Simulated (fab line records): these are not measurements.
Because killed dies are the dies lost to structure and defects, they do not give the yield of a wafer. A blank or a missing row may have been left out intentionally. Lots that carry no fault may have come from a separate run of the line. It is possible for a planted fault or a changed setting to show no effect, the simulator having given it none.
The tool behind it: which one? -- flow gf180mcu -- 14 lots, 42 wafers sampled, at 2 steps of a route of 602

WHAT THE GAUGES READ, wafer by wafer
GF_M3_RS_MEAS_05: measures by four-point-probe. Usual: M3_ALCU_RS 0.0699 ohm/sq, standard deviation 0.0008.
lot,measured,on,M3_ALCU_RS (ohm/sq),flag
L419,day 20 02:08,film metro-03,0.0691 0.0701 0.0701,
L421,day 20 18:22,film metro-03,0.0711 0.0717 0.0715,
L422,day 21 10:13,film metro-03,0.0694 0.0684 0.0694,
L423,day 21 18:34,film metro-02,0.0693 0.0693 0.0699,
L424,day 22 01:29,film metro-03,0.0702 0.0700 0.0690,
L427,day 23 09:53,film metro-01,0.0701 0.0686 0.0704,
L429,day 24 05:35,film metro-02,0.0682 0.0686 0.0685,
L430,day 24 09:52,film metro-01,0.0689 0.0698 0.0688,
L431,day 24 20:53,film metro-03,0.0694 0.0703 0.0704,
L432,day 25 07:03,film metro-03,0.0689 0.0704 0.0703,
L439,day 27 02:52,film metro-02,0.0709 0.0716 0.0701,
L440,day 27 11:32,film metro-01,0.0699 0.0698 0.0701,
L441,day 27 17:55,film metro-03,0.0720 0.0706 0.0708,
L442,day 28 00:38,film metro-02,0.0705 0.0706 0.0707,

TOOL THAT RAN EACH LOT (tool first, then ch and the chambers of the sampled wafers, then the start)
lot,GF_M3_SPUTTER_00
L419,"pvd sputter-03, day 20 01:55"
L421,"pvd sputter-03, day 20 18:08"
L422,"pvd sputter-04, day 21 09:59"
L423,"pvd sputter-04, day 21 18:18"
L424,"pvd sputter-01, day 22 01:15"
L427,"pvd sputter-04, day 23 09:40"
L429,"pvd sputter-01, day 24 05:22"
L430,"pvd sputter-04, day 24 09:37"
L431,"pvd sputter-04, day 24 20:40"
L432,"pvd sputter-03, day 25 06:50"
L439,"pvd sputter-04, day 27 02:37"
L440,"pvd sputter-03, day 27 11:19"
L441,"pvd sputter-01, day 27 17:40"
L442,"pvd sputter-03, day 28 00:25"
- GF_M3_SPUTTER_00: material Ti, target thk 37.5 nm, time 150 s.

WHAT THE TOOLS THEMSELVES READ (means of the sampled wafers that have a number; where no wafer has one, the mark that the record gives instead)
GF_M3_SPUTTER_00. Usual: throttle valve pct reads 30.3 % (standard deviation 1).
lot,tool,throttle valve pct (%),flag
L419,pvd sputter-03,30.7,
L421,pvd sputter-03,30.8,
L422,pvd sputter-04,31.0,
L423,pvd sputter-04,29.3,
L424,pvd sputter-01,29.9,
L427,pvd sputter-04,31.0,
L429,pvd sputter-01,30.0,
L430,pvd sputter-04,29.4,
L431,pvd sputter-04,29.4,
L432,pvd sputter-03,30.6,
L439,pvd sputter-04,30.4,
L440,pvd sputter-03,30.8,
L441,pvd sputter-01,29.7,
L442,pvd sputter-03,31.0,

THE ANSWER, worked out from the rows above alone
Rule: a lot counts as off when the mean over its wafers that have a number is more than 3 standard deviations away from the usual mean. A lot without any number at a reading at which 4 lots or more have one is off too. Where the step has rows for the other lots, those lots are counted as sound. After the gauges, taken in route order, come the tools' own readings; for these a lot's mean is taken, as printed above. At the first step where some lot is off, the reading lying furthest off is the one used; lots without a number count as furthest.
Nothing can be told from this: no lot is off at any reading shown.

WHAT THE SIMULATOR HAD INSERTED
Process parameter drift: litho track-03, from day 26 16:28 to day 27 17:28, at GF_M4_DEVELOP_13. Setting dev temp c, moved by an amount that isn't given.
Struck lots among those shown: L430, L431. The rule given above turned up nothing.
